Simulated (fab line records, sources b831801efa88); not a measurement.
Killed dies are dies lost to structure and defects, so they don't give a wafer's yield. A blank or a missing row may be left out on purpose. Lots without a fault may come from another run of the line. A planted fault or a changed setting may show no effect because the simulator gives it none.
Tool commonality check | flow sky130 | 13 lots, 48 wafers sampled

WHY IT WAS OPENED
At SKY_VT_ADJUST_LVTN_TW_MEAS_21 the reading VT_ADJUST_LVTN_2_TW is flagged on 3 of 13 lots. Wafers without a fault read 187.9, standard deviation 2.2.
Rule: a lot is flagged when every wafer of it that has a number lies more than 4 standard deviations from that mean, or none has a number. The other lots count as sound.

lot  | measured     | on            | VT_ADJUST_LVTN_2_TW, wafer by wafer | flag
L581 | day 7 20:32  | film_metro-02 | 185.8 186.2 185.4                   |
L583 | day 8 08:36  | film_metro-01 | 190.2 190.4 190.6                   |
L584 | day 8 16:16  | film_metro-02 | 186.4 184.4 186.5                   |
L585 | day 8 20:13  | film_metro-01 | 189.9 190.2 190.4                   |
L586 | day 9 11:26  | film_metro-01 | 189.5 190.2 189.6                   |
L590 | day 10 10:08 | film_metro-02 | 187.7 187.7 187.4                   |
L592 | day 11 03:49 | film_metro-02 | 224.3 225.3 224.4 224.7 225.2 225.9 | FLAGGED
L593 | day 11 03:49 | film_metro-04 | 188.2 187.9 188.7                   |
L594 | day 11 11:38 | film_metro-02 | 224.7 226.4 224.5 225.2 226.3 226.5 | FLAGGED
L596 | day 11 22:26 | film_metro-04 | 189.1 188.8 189.0                   |
L599 | day 13 00:02 | film_metro-01 | 232.3 232.8 232.4 232.5 232.3 232.9 | FLAGGED
L600 | day 13 05:32 | film_metro-02 | 187.3 186.5 185.6                   |
L604 | day 14 07:42 | film_metro-01 | 190.2 190.0 190.8                   |
The numbers of the flagged lots are 227.7 on average: +39.8 against the usual, or +18 standard deviations.

WHICH TOOL RAN EACH LOT
The record holds 2 process steps before the reading, out of a route of 708 steps. In each cell: the tool, then ch and the chambers that the sampled wafers went through, then the start.
lot  | flag    | SKY_FIELD_ISO_CMP_27         | SKY_VT_ADJUST_LVTN_IMPLANT_19
L581 |         | cmp-02 ch 0,1,3, day 2 12:43 | implanter-01 ch 0, day 7 20:17
L583 |         | cmp-02 ch 0,1,2, day 2 21:42 | implanter-03 ch 0, day 8 08:22
L584 |         | cmp-01 ch 0,1,3, day 3 02:55 | implanter-04 ch 0, day 8 16:01
L585 |         | cmp-02 ch 0,1,3, day 3 08:08 | implanter-03 ch 0, day 8 19:58
L586 |         | cmp-02 ch 0,3, day 3 18:02   | implanter-01 ch 0, day 9 11:11
L590 |         | cmp-01 ch 2,3, day 4 09:29   | implanter-04 ch 0, day 10 09:53
L592 | FLAGGED | cmp-02 ch 0,2,3, day 5 00:26 | implanter-03 ch 0, day 11 03:15
L593 |         | cmp-01 ch 0,2,3, day 5 01:03 | implanter-01 ch 0, day 11 03:36
L594 | FLAGGED | cmp-01 ch 0,2,3, day 5 05:44 | implanter-04 ch 0, day 11 11:04
L596 |         | cmp-01 ch 2,3, day 5 15:31   | implanter-04 ch 0, day 11 22:11
L599 | FLAGGED | cmp-02 ch 0,1,2, day 6 09:58 | implanter-01 ch 0, day 12 23:29
L600 |         | cmp-01 ch 1,2,3, day 6 15:55 | implanter-01 ch 0, day 13 05:20
L604 |         | cmp-01 ch 0,3, day 7 10:15   | implanter-04 ch 0, day 14 07:27
What these steps do:
- SKY_FIELD_ISO_CMP_27: polishes, stops on Si3N4, t overpolish 16 s, target thk 457.8 nm.
- SKY_VT_ADJUST_LVTN_IMPLANT_19
- SKY_VT_ADJUST_LVTN_TW_MEAS_21

FLAGGED OVER TOTAL, TOOL BY TOOL (the gauges that took the reading come last)
step                          | tool          | lots run | flagged | share of the flagged lots | sound lots run after its first flagged lot
SKY_FIELD_ISO_CMP_27          | cmp-01        | 7        | 1       | some                      | 3 (L596,L600,L604)
SKY_FIELD_ISO_CMP_27          | cmp-02        | 6        | 2       | some                      | 0
SKY_VT_ADJUST_LVTN_IMPLANT_19 | implanter-01  | 5        | 1       | some                      | 1 (L600)
SKY_VT_ADJUST_LVTN_IMPLANT_19 | implanter-03  | 3        | 1       | some                      | 0
SKY_VT_ADJUST_LVTN_IMPLANT_19 | implanter-04  | 5        | 1       | some                      | 2 (L596,L604)
SKY_VT_ADJUST_LVTN_TW_MEAS_21 | film_metro-01 | 5        | 1       | some                      | 1 (L604)
SKY_VT_ADJUST_LVTN_TW_MEAS_21 | film_metro-02 | 6        | 2       | some                      | 1 (L600)
SKY_VT_ADJUST_LVTN_TW_MEAS_21 | film_metro-04 | 2        | 0       | none                      | -

WHAT THE TABLE ALLOWS
No row of the table ran every flagged lot.

WHAT THE SIMULATOR HAD PUT IN
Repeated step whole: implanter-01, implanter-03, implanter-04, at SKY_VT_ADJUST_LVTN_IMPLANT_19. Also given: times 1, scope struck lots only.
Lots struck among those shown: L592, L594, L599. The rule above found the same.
